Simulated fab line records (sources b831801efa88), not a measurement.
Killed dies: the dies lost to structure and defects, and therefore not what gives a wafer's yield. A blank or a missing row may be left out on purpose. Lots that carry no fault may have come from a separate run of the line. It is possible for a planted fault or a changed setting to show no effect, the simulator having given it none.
fab line records	flow gf180mcu
record lots=5	wafers=23
route steps=602 shown V4@492 TOP_METAL@568 PASSIVATION@587
startH: start of the lot's first displayed wafer, in hours after the record's first day	waitH: hours elapsed since this lot's preceding step	" repeats the value in the row above	L1.1+2: one row covering several wafers at once	- no value present, or no start provided	* or withheld: withheld	< > ~ a bound
route shown NAME@n: NAME is a module with steps in the file, n the number in the route of the first one	usual: mean/standard deviation taken from wafers without a fault	same: alike in all rows	chamber/n: place in a boat	sites: each site's reading	_std_site: their standard deviation	_edge_site: mean of outer sites minus mean of inner sites	radiusMm: how far each site lies from the wafer's centre	mask NAME#n: copy n	behind: the last tool/chamber to shape the wafer	hold: why the lot went on hold/how many hours it stayed there/how the hold came to an end	device: the transistor (n, p or np) that didn't switch	end of line: the route-end tests of the same wafers	for a step that has no rows: nothing shown but its recipe	killed: dies lost to structure and defects at the first sort, not the wafer's yield	map: a wafer's dies, x killed, . not, _ none there
set.NAME: the setting that was run; set.NAME@STEP: the one run at that earlier step	model.NAME: the simulator's own value behind a step, which no gauge read
lots whose settings were changed on purpose; a table a step, a row a wafer
## steps
# step GF_V4_ETCH_16
# recipe chemistry=N2/H2	targetDepthA=withheld	overetchA=withheld	timeS=withheld	target=BARC	ionEnergyEv=200	sourceW=500	biasW=100	pressureMtorr=30	n2FlowSccm=100	h2FlowSccm=200
lot.wafer	tool	chamber	startH	waitH	set.sourceW
L074.1+2+6	rieDiel-02	2,3,3	561.75	0.0	500
L078.1+2+4+5+6	rieDiel-03	1,0,0,1,3	595.34	0.0	500
L080.2+3+6	rieDiel-02	0,3,2	615.15	0.0	500
L080.4+5	"	1	"	"	455.8
L081.1+3+6	rieDiel-04	0,2,0	620.26	0.0	500
L081.4+5	"	1	"	"	558.6
L085.1+3	rieDiel-04	3,2	658.63	0.0	472.8
L085.2+4+6	"	1,0,3	"	"	500
# step GF_V4_ETCH_17
# recipe chemistry=C4F8/O2/Ar	maskMaterial=KrF	target=SiO2	stopOn=TiN	sourceW=1500	biasW=1200	pressureMtorr=40	c4f8FlowSccm=withheld	O2_flow_sccm=6	Ar_flow_sccm=300	timeS=withheld	targetDepthA=6300
# usual oesProductAu=0.856/0.0051
lot.wafer	tool	chamber	startH	waitH	set.leaveAboveRefNm@V4_CMP_04	oesProductAu	model.V4.featureDepthNm
L074.1	rieDiel-02	2	-	-	632.5	0.858	632.2
L074.2	"	3	"	"	632.5	0.857	632
L074.6	"	3	"	"	632.5	0.851	631.2
L078.1	rieDiel-03	1	-	-	660.5	0.883	662.5
L078.2	"	0	"	"	632.5	0.858	634.5
L078.4	"	0	"	"	660.5	0.880	661.1
L078.5	"	1	"	"	660.5	0.880	661.9
L078.6	"	3	"	"	632.5	0.864	635.6
L080.2	rieDiel-02	0	-	-	632.5	0.855	631.5
L080.3	"	3	"	"	596.5	0.831	597.3
L080.4	"	1	"	"	632.5	0.855	632.5
L080.5	"	1	"	"	596.5	0.829	595.4
L080.6	"	2	"	"	596.5	0.835	596
L081.1	rieDiel-04	0	-	-	632.5	0.855	632.2
L081.3	"	2	"	"	632.5	0.854	632.2
L081.4	"	1	"	"	632.5	0.846	634.2
L081.5	"	1	"	"	632.5	0.856	632.5
L081.6	"	0	"	"	632.5	0.858	631.8
L085.1	rieDiel-04	3	-	-	632.5	0.860	634.1
L085.2	"	1	"	"	632.5	0.853	633.8
L085.3	"	2	"	"	632.5	0.857	634.4
L085.4	"	0	"	"	632.5	0.848	634.8
L085.6	"	3	"	"	632.5	0.857	632.9
# step GF_TOP_METAL_SPUTTER_01
# recipe material=TiN	targetThkNm=30	powerW=6500	timeS=25	chamberPressurePa=0.4
lot.wafer	tool	chamber	startH	waitH	set.chamberPressurePa	model.TiN_of_TOP_METAL_SPUTTER_01.thkNm
L074.1	pvdSputter-01	-	630.57	0.1	0.4	29.32
L074.2	"	-	"	"	0.4	29.63
L074.6	"	-	"	"	0.4	29.31
L078.1	pvdSputter-02	-	661.05	0.1	0.4516	29.18
L078.2	"	-	"	"	0.4516	29.06
L078.4	"	-	"	"	0.4516	28.87
L078.5	"	-	"	"	0.4516	29.27
L078.6	"	-	"	"	0.4516	28.9
L080.2+4	pvdSputter-01	-	680.43	0.1	0.4	29.52
L080.3	"	-	"	"	0.4	29.82
L080.5	"	-	"	"	0.4	29.67
L080.6	"	-	"	"	0.4	29.68
L081.1	pvdSputter-01	-	684.36	0.1	0.3464	30.59
L081.3	"	-	"	"	0.3464	30.38
L081.4	"	-	"	"	0.3464	30.49
L081.5	"	-	"	"	0.3464	30.56
L081.6	"	-	"	"	0.3464	30.55
L085.1	pvdSputter-01	-	719.44	0.1	0.4	30.14
L085.2	"	-	"	"	0.4	30.15
L085.3	"	-	"	"	0.4	30.32
L085.4	"	-	"	"	0.4	29.72
L085.6	"	-	"	"	0.4	30.11
# step GF_PASSIVATION_CVD_00
# recipe material=SiO2	targetThkNm=1000	precursor=TEOS	tempC=400	timeS=111.95	rfW=600
lot.wafer	tool	chamber	startH	waitH	set.timeS	model.SiO2_of_PASSIVATION_CVD_00.thkNm
L074.1	pecvd-02	0	651.30	0.0	111.95	1009
L074.2	"	1	"	"	111.95	1001
L074.6	"	0	"	"	111.95	1011
L078.1	pecvd-02	1	681.25	0.0	111.95	994.9
L078.2+4+5	"	0,1,0	"	"	111.95	1010
L078.6	"	2	"	"	111.95	1012
L080.2	pecvd-02	1	700.01	0.0	99.14	877.9
L080.3	"	0	"	"	99.14	874.5
L080.4	"	2	"	"	111.95	1007
L080.5	"	1	"	"	111.95	996.6
L080.6	"	0	"	"	111.95	1017
L081.1	pecvd-04	1	703.75	0.0	111.95	989.1
L081.3	"	2	"	"	111.95	985.3
L081.4	"	2	"	"	111.95	990.8
L081.5	"	0	"	"	111.95	1004
L081.6	"	1	"	"	111.95	1002
L085.1	pecvd-04	2	737.80	0.0	111.95	991.7
L085.2	"	1	"	"	111.95	996.5
L085.3	"	0	"	"	101	906.9
L085.4	"	2	"	"	101	904
L085.6	"	1	"	"	101	905.3
# step GF_PASSIVATION_THK_MEAS_01
# recipe reads=SiO2_of_PASSIVATION_CVD_00
# usual PASSIVATION_CVD_00_THK=998/10
lot.wafer	tool	chamber	startH	waitH	set.timeS@PASSIVATION_CVD_00	PASSIVATION_CVD_00_THK[nm]
L074.1	filmMetro-04	-	651.38	0.0	111.95	1009
L074.2	"	-	"	"	111.95	1000
L074.6	"	-	"	"	111.95	1012
L078.1	filmMetro-03	-	681.33	0.0	111.95	995
L078.2	"	-	"	"	111.95	1009
L078.4	"	-	"	"	111.95	1011
L078.5	"	-	"	"	111.95	1011
L078.6	"	-	"	"	111.95	1011
L080.2	filmMetro-03	-	700.10	0.0	99.14	878
L080.3	"	-	"	"	99.14	875
L080.4	"	-	"	"	111.95	1007
L080.5	"	-	"	"	111.95	997
L080.6	"	-	"	"	111.95	1017
L081.1	filmMetro-04	-	703.83	0.0	111.95	989
L081.3	"	-	"	"	111.95	986
L081.4	"	-	"	"	111.95	991
L081.5	"	-	"	"	111.95	1004
L081.6	"	-	"	"	111.95	1002
L085.1	filmMetro-02	-	737.88	0.0	111.95	991
L085.2	"	-	"	"	111.95	997
L085.3	"	-	"	"	101	907
L085.4	"	-	"	"	101	904
L085.6	"	-	"	"	101	906
# step GF_PASSIVATION_HMDS_05
# recipe primeTimeS=60	primeTempC=120
lot.wafer	tool	chamber	startH	waitH	set.primeTempC
L074.1+2+6	lithoTrack-04	0	660.45	0.1	120
L078.1+6	lithoTrack-02	0	690.17	0.1	117.7
L078.2+4+5	"	0	"	"	120
L080.2+6	lithoTrack-02	0	708.94	0.1	120
L080.3+4+5	"	0	"	"	122.5
L081.1+3+4+5+6	lithoTrack-02	0	712.37	0.1	120
L085.1+3+4	lithoTrack-03	0	746.19	0.1	120
L085.2+6	"	0	"	"	123.1
# step GF_PASSIVATION_COAT_06
# recipe spinRpm=2000	resistThkNm=4000
# step GF_PASSIVATION_SOFTBAKE_07
# recipe tempC=110	timeS=withheld
# step GF_PASSIVATION_PEB_09
# recipe tempC=115	timeS=withheld
# step GF_PASSIVATION_DEVELOP_10
# recipe developTimeS=60	devTempC=23
# step GF_PASSIVATION_ETCH_11
# recipe chemistry=CF4/O2	targetDepthNm=1800	stopOn=TiN	sourceW=832	biasW=150	pressureMtorr=150	cf4FlowSccm=80	O2_flow_sccm=10	timeS=400
# usual oesProductAu=0.964/0.0067
lot.wafer	tool	chamber	startH	waitH	set.timeS@PASSIVATION_CVD_00	oesProductAu	model.PASSIVATION.featureDepthNm
L074.1	rieDiel-01	3	670.59	-	111.95	0.969	1705
L074.2	"	2	"	"	111.95	0.967	1698
L074.6	"	0	"	"	111.95	0.965	1715
L078.1	rieDiel-03	2	700.34	-	111.95	0.962	1691
L078.2	"	3	"	"	111.95	0.965	1710
L078.4	"	1	"	"	111.95	0.971	1720
L078.5	"	1	"	"	111.95	0.972	1714
L078.6	"	2	"	"	111.95	0.981	1726
L080.2	rieDiel-04	2	718.37	-	99.14	0.927	1580
L080.3	"	3	"	"	99.14	0.932	1578
L080.4	"	1	"	"	111.95	0.965	1720
L080.5	"	3	"	"	111.95	0.973	1713
L080.6	"	2	"	"	111.95	0.971	1734
L081.1	rieDiel-04	2	722.14	-	111.95	0.957	1686
L081.3	"	3	"	"	111.95	0.951	1684
L081.4	"	1	"	"	111.95	0.973	1699
L081.5	"	0	"	"	111.95	0.961	1710
L081.6	"	3	"	"	111.95	0.966	1711
L085.1	rieDiel-01	1	754.02	-	111.95	0.956	1682
L085.2	"	2	"	"	111.95	0.958	1691
L085.3	"	0	"	"	101	0.929	1602
L085.4	"	3	"	"	101	0.935	1611
L085.6	"	1	"	"	101	0.926	1611
## key
split step=GF_V4_ETCH_16	setting=sourceW	stated=500	by=wafer
response none clear
split step=GF_TOP_METAL_SPUTTER_01	setting=chamberPressurePa	stated=0.4	by=lot
response step=GF_TOP_METAL_SPUTTER_01	reading=model.TiN_of_TOP_METAL_SPUTTER_01.thkNm	change=-0.0554	per=1%	r=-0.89
split step=GF_PASSIVATION_CVD_00	setting=timeS	stated=111.95	by=wafer
response step=GF_PASSIVATION_CVD_00	reading=model.SiO2_of_PASSIVATION_CVD_00.thkNm	change=+10.4	per=1%	r=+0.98
response step=GF_PASSIVATION_THK_MEAS_01	reading=PASSIVATION_CVD_00_THK	change=+10.4	per=1%	r=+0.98
response step=GF_PASSIVATION_ETCH_11	reading=oesProductAu	change=+0.00323	per=1%	r=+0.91
response step=GF_PASSIVATION_ETCH_11	reading=model.PASSIVATION.featureDepthNm	change=+10.6	per=1%	r=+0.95
split step=GF_PASSIVATION_HMDS_05	setting=primeTempC	stated=120	by=wafer
response none clear
split outsideThisFile step=GF_V4_CMP_04 setting=leaveAboveRefNm
# split outsideThisFile: this setting was split too, and the file shows its column; the key of that split is in another file
